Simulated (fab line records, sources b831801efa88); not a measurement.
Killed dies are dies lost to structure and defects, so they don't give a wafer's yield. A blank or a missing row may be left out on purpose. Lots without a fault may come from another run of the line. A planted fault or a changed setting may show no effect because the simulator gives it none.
A struck lot beside a sound one | flow sky130 | 14 steps out of a route of 708
Sound: wafers L584.1, L584.2, L584.3. Struck: wafers L586.1, L586.4, L586.6. The cause comes at the end.
At each step with rows: each side's tool, then ch and its chambers, then its first start. Under that, the readings that differ: sound wafers | struck wafers | difference of the means | sigmas: that difference in standard deviations of wafers without a fault.
alike: readings whose means differ by less than 2 such deviations, and words and numbers that are the same on both sides. not compared: withheld readings, readings that some wafer has no value for, bounds like >300 that may hide the same value, and numbers for which the record gives no deviation and whose values overlap.
The two part at a step that has a row with sigmas, a row that says differs or no value, or rows on one side only. Numbers that don't overlap but have no deviation are shown without sigmas and don't part them. A reading that every wafer of one side lacks parts them only if that side has two wafers or more.

first, 4 steps without rows for these wafers: SKY_METAL1_STRIP_21 (strips in post etch residue remover, time 1200 s); SKY_METAL1_CLEAN_22 (cleans in IPA, time 180 s); SKY_METAL1_CLEAN_23 (cleans in O3/DIW); SKY_VIA1_HDPCVD_00 (deposits SiO2, target thk 1030 nm, time 171.7 s).
SKY_VIA1_THK_MEAS_01:
  sound on film_metro-04, day 37 13:29; struck on film_metro-04, day 38 06:30
  alike: VIA1_HDPCVD_THK
SKY_VIA1_CMP_02: polishes SiO2.
  sound on cmp-01 ch 0,2,3, day 37 13:36; struck on cmp-01 ch 0,3, day 38 06:34
  alike: motor_current_A, retaining_ring_pressure_frac
SKY_VIA1_BOW_MEAS_03:
  sound on film_metro-01, day 37 13:51; struck on film_metro-02, day 38 06:52
  alike: VIA1_BOW
then, 5 steps without rows for these wafers: SKY_VIA1_DEHYDRATE_04 (time 60 s); SKY_VIA1_HMDS_05 (prime time 60 s); SKY_VIA1_COAT_06 (resist thk 60 nm); SKY_VIA1_COAT_07 (resist thk 450 nm); SKY_VIA1_SOFTBAKE_08 (time 90 s).
SKY_VIA1_EXPOSE_09: exposes mask VIM, target cd 150 nm.
  sound on krf_scanner-02 ch 0, day 38 03:01; struck on krf_scanner-01, day 38 19:44
  no value came back on the struck wafers for exposure_dose_mJ_cm2, focus_offset_nm (nm); on the sound wafers exposure_dose_mJ_cm2 reads 38.01 38.04 37.99
  alike: mask
then, 1 step without rows for these wafers: SKY_VIA1_PEB_10.

WHERE THEY PART
Only at SKY_VIA1_EXPOSE_09, within this record.

WHY: what the simulator had put in
Skipped step whole: krf_scanner-01, from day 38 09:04 on, at SKY_VIA1_EXPOSE_09. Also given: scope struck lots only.
